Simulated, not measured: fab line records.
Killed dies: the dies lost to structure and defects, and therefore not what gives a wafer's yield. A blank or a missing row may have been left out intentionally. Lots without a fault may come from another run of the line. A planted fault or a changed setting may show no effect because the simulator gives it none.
2 desks looking at one fault | flow gf180mcu | numbers are kept per desk, each desk with only its own; the story behind them comes last

AT THE TOOL OWNER'S DESK: pvd-sputter-04
At GF_MIM_SPUTTER_01 (material TiN, target thk 30 nm, time 25 s) the tool's own readings: per lot run on this tool, the mean of the sampled wafers that have a number. The brackets show how far a lot's mean lies from the usual mean; more than 4 standard deviations puts the lot out of limits, marked OUT.
Columns: A = chamber-pressure-pa at GF_MIM_SPUTTER_01, usual 0.3999 Pa; B = throttle-valve-pct at GF_MIM_SPUTTER_01, usual 29.9 %
lot  | first seen here | A                | B
L871 | day 26 10:14    | 0.4005           | 29.9
L872 | day 26 20:34    | 0.4002           | 28.8
L877 | day 28 12:09    | 0.3292 (-86) OUT | 33.2
L879 | day 28 21:02    | 0.3294 (-86) OUT | 32.5
L882 | day 29 14:53    | 0.3299 (-85) OUT | 31.7
Finding of this desk: L877, L879, L882 out of limits; the first was L877 at day 28 12:09, on chamber-pressure-pa at GF_MIM_SPUTTER_01. In limits: L871, L872.

FROM THE METROLOGY DESK
Means of the sampled wafers that have a number, per lot and without regard to the tool the lot ran on: this is what the gauges read. The brackets show how far a lot's mean lies from the usual mean; more than 4 standard deviations puts the lot out of limits, marked OUT.
Columns: A = V4_W_RS at GF_V4_RS_MEAS_24, usual 0.328 ohm/sq; B = V4_W_THK at GF_V4_THK_MEAS_25, usual 365 nm
lot  | first seen here | A     | B
L871 | day 26 09:43    | 0.329 | 369
L872 | day 26 20:01    | 0.325 | 365
L877 | day 28 10:55    | 0.325 | 366
L879 | day 28 20:20    | 0.324 | 368
L882 | day 29 14:20    | 0.328 | 362
L883 | day 29 22:13    | 0.329 | 361
L885 | day 30 02:31    | 0.330 | 361
This desk's verdict: no lot among the 7 shows anything out of limits.

PUT TOGETHER
On L877, L879, L882, at day 28 12:09, an alarm was possible from the tool owner's desk.
Metrology desk: nothing out of limits seen.
The metrology desk has L877, L879, L882 on record, within its limits.
Of the lots named, all ran GF_MIM_SPUTTER_01 on pvd-sputter-04.

WHAT WAS PUT IN BY THE SIMULATOR
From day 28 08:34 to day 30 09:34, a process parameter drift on pvd-sputter-04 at GF_MIM_SPUTTER_01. Setting chamber-pressure-pa shifted by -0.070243 from 0.4. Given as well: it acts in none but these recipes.
Struck lots among those shown: L877, L879, L882.
Hours from the fault's start to each desk's first reading out of limits: the tool owner's desk, 4.
